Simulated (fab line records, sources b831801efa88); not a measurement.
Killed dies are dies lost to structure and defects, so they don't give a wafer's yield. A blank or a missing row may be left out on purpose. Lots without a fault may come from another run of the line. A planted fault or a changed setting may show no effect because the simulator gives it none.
Which tool did it? | flow sky130 | 15 lots, 45 wafers sampled, at 3 steps of a route of 708

WHAT THE GAUGES READ, wafer by wafer
SKY_SD_P_CD_MEAS_07: target cd 380 nm. Usual: cd_nm 379.9 nm, standard deviation 2.3.
lot  | measured     | on        | cd_nm (nm)        | flag
L532 | day 25 13:32 | cd_sem-02 | 380.7 381.3 384.3 |
L533 | day 26 07:33 | cd_sem-01 | 379.9 380.8 384.0 |
L534 | day 27 01:54 | cd_sem-02 | 377.9 378.8 377.0 |
L537 | day 27 17:06 | cd_sem-02 | - - -             | OFF
L539 | day 27 22:59 | cd_sem-02 | - - -             | OFF
L538 | day 27 23:55 | cd_sem-02 | - - -             | OFF
L540 | day 28 12:14 | cd_sem-01 | 382.8 382.5 381.5 |
L546 | day 30 21:18 | cd_sem-02 | 379.1 378.8 377.9 |
L548 | day 31 01:38 | cd_sem-01 | 381.4 380.1 378.6 |
L549 | day 31 07:59 | cd_sem-01 | 376.2 378.5 378.6 |
L550 | day 31 22:43 | cd_sem-01 | 377.7 377.1 376.9 |
L551 | day 31 23:20 | cd_sem-01 | 378.7 379.0 379.6 |
L553 | day 32 15:02 | cd_sem-01 | 377.6 377.6 378.7 |
L554 | day 33 00:00 | cd_sem-01 | 380.4 378.7 379.6 |
L555 | day 33 07:03 | cd_sem-02 | 380.8 380.7 379.3 |

SKY_RES_XHIGH_TW_MEAS_09. Usual: RES_XHIGH_TW 1627, standard deviation 11.
lot  | measured     | on            | RES_XHIGH_TW                  | flag
L532 | day 26 18:18 | film_metro-04 | 1610 1605 1607                |
L533 | day 27 13:03 | film_metro-01 | 1625 1620 1626                |
L534 | day 28 06:17 | film_metro-04 | 1636 1630 1639                |
L537 | day 28 22:40 | film_metro-04 | 2891 2877 2884 2873 2874 2887 | OFF
L539 | day 29 03:33 | film_metro-01 | 2857 2867 2867 2868 2845 2864 | OFF
L538 | day 29 04:18 | film_metro-04 | 2871 2885 2860 2873 2868 2874 | OFF
L540 | day 29 17:01 | film_metro-04 | 1642 1637 1643                |
L546 | day 32 00:32 | film_metro-02 | 1634 1639 1632                |
L548 | day 32 05:41 | film_metro-04 | 1640 1636 1642                |
L549 | day 32 11:28 | film_metro-01 | 1618 1631 1630                |
L550 | day 33 01:49 | film_metro-01 | 1626 1621 1615                |
L551 | day 33 02:45 | film_metro-01 | 1616 1621 1623                |
L553 | day 33 17:03 | film_metro-02 | 1635 1628 1642                |
L554 | day 34 02:20 | film_metro-01 | 1625 1621 1616                |
L555 | day 34 11:05 | film_metro-04 | 1634 1642 1636                |

WHICH TOOL RAN EACH LOT (tool, then ch and the chambers of the sampled wafers, then the start)
lot  | SKY_SD_P_COAT_02
L532 | litho_track-01 ch 0, day 24 22:45
L533 | litho_track-04 ch 0, day 25 17:20
L534 | litho_track-04 ch 0, day 26 10:41
L537 | litho_track-04, day 27 03:48
L539 | litho_track-04, day 27 08:53
L538 | litho_track-04, day 27 09:27
L540 | litho_track-04 ch 0, day 27 21:42
L546 | litho_track-04 ch 0, day 30 07:11
L548 | litho_track-02 ch 0, day 30 11:35
L549 | litho_track-04 ch 0, day 30 18:29
L550 | litho_track-04 ch 0, day 31 08:35
L551 | litho_track-04 ch 0, day 31 09:08
L553 | litho_track-01 ch 0, day 32 01:21
L554 | litho_track-04 ch 0, day 32 10:24
L555 | litho_track-02 ch 0, day 32 18:07
- SKY_SD_P_COAT_02: resist thk 1140 nm.

WHAT THE TOOLS THEMSELVES READ (means of the sampled wafers that have a number; where no wafer has one, the mark that the record gives instead)
SKY_SD_P_COAT_02. Usual: chill_plate_temp_C 22.99 C, standard deviation 0.1; dispense_pressure_kPa 47.6 kPa, standard deviation 1.1.
lot  | tool           | chill_plate_temp_C (C) | dispense_pressure_kPa (kPa) | flag
L532 | litho_track-01 | 23.10                  | 46.7                        |
L533 | litho_track-04 | 23.03                  | 47.3                        |
L534 | litho_track-04 | 23.11                  | 47.3                        |
L537 | litho_track-04 | -                      | -                           | OFF
L539 | litho_track-04 | -                      | -                           | OFF
L538 | litho_track-04 | -                      | -                           | OFF
L540 | litho_track-04 | 22.81                  | 47.4                        |
L546 | litho_track-04 | 23.07                  | 47.4                        |
L548 | litho_track-02 | 22.90                  | 50.1                        |
L549 | litho_track-04 | 23.01                  | 47.4                        |
L550 | litho_track-04 | 22.93                  | 47.4                        |
L551 | litho_track-04 | 23.04                  | 47.4                        |
L553 | litho_track-01 | 22.94                  | 46.6                        |
L554 | litho_track-04 | 22.93                  | 47.4                        |
L555 | litho_track-02 | 22.96                  | 50.1                        |

THE ANSWER, worked out from the rows above alone
Rule: a lot is off if the mean of its wafers that have a number lies more than 3 standard deviations from the usual mean. A lot without any number at a reading at which 4 lots or more have one is off too. The other lots that the step has rows for count as sound. The gauges are gone through in route order, then the tools' own readings, and for those a lot's mean is taken as printed above. The first step at which some lot is off is used, and at that step the reading that is off furthest; a lot without a number counts as furthest.
Off: L537, L539, L538, at SKY_SD_P_CD_MEAS_07 (cd_nm). Without a number there: L537, L539, L538.
A tool fits if, at a process step before that reading, it ran every lot that is off, and no sound lot after the first of them. The gauges at SKY_SD_P_CD_MEAS_07 aren't tried: what is off there is off at SKY_RES_XHIGH_TW_MEAS_09 too, on other tools, and a gauge's error can't cause that. None of those tried fits.

WHAT THE SIMULATOR HAD PUT IN
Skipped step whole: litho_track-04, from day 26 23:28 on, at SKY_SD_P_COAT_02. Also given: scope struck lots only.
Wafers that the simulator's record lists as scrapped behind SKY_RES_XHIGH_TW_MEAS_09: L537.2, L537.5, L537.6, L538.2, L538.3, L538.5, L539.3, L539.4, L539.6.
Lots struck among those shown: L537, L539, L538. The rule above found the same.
